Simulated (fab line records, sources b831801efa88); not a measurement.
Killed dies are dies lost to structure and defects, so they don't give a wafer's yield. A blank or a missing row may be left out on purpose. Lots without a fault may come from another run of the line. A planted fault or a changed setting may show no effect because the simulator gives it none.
Chamber matching | flow sky130 | SKY_LI_CONTACT_ETCH_15 on rie_diel-01: 4 sister chambers
The step etches PSG in C4F8/O2/Ar, stops on Si, target depth 600 nm. 8 wafers are shown with their chamber, then 10 later ones without.

WAFERS WITH THEIR CHAMBER
wafer  | chamber | oes_product_au (a.u.)
L078.4 | 1       | 0.836
L079.1 | 1       | 0.836
L079.3 | 0       | 0.839
L079.4 | 2       | 0.831
L079.5 | 2       | 0.832
L079.6 | 3       | 0.838
L085.1 | 0       | 0.836
L085.3 | 3       | 0.830

WAFERS WITHOUT THEIR CHAMBER
wafer  | oes_product_au (a.u.)
L085.6 | 0.844
L092.1 | 0.843
L092.2 | 0.839
L092.3 | 0.841
L092.4 | 0.834
L092.5 | 0.832
L092.6 | 0.836
L095.1 | 0.836
L095.2 | 0.835
L095.3 | 0.835

WHICH CHAMBER EACH WENT THROUGH
wafer  | from the rows above               | in truth
L085.6 | can't be placed: 0 or 1 or 3 or 2 | 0
L092.1 | can't be placed: 0 or 1 or 3 or 2 | 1
L092.2 | can't be placed: 0 or 1 or 3 or 2 | 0
L092.3 | can't be placed: 0 or 1 or 3 or 2 | 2
L092.4 | can't be placed: 3 or 1 or 2 or 0 | 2
L092.5 | can't be placed: 2 or 3 or 1 or 0 | 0
L092.6 | can't be placed: 1 or 0 or 3 or 2 | 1
L095.1 | can't be placed: 1 or 0 or 3 or 2 | 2
L095.2 | can't be placed: 1 or 3 or 0 or 2 | 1
L095.3 | can't be placed: 1 or 3 or 0 or 2 | 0
Placed correctly: 0 of 10. Can't be placed from these rows: 10 (the true chamber is among the candidates in 10). Placed wrongly: 0.
How it was worked out, from the rows above alone: a wafer's distance from a chamber is the root of the sum, over the readings, of the square of ((its reading less the chamber's mean) divided by the reading's scatter). The wafer belongs to the nearest chamber; if the next one is less than 2 further off, it can't be placed. A chamber's mean is the mean of its shown wafers. The scatter: the root of (the sum of the squares of (reading less its chamber's mean) over the shown wafers, divided by (wafers less chambers)).
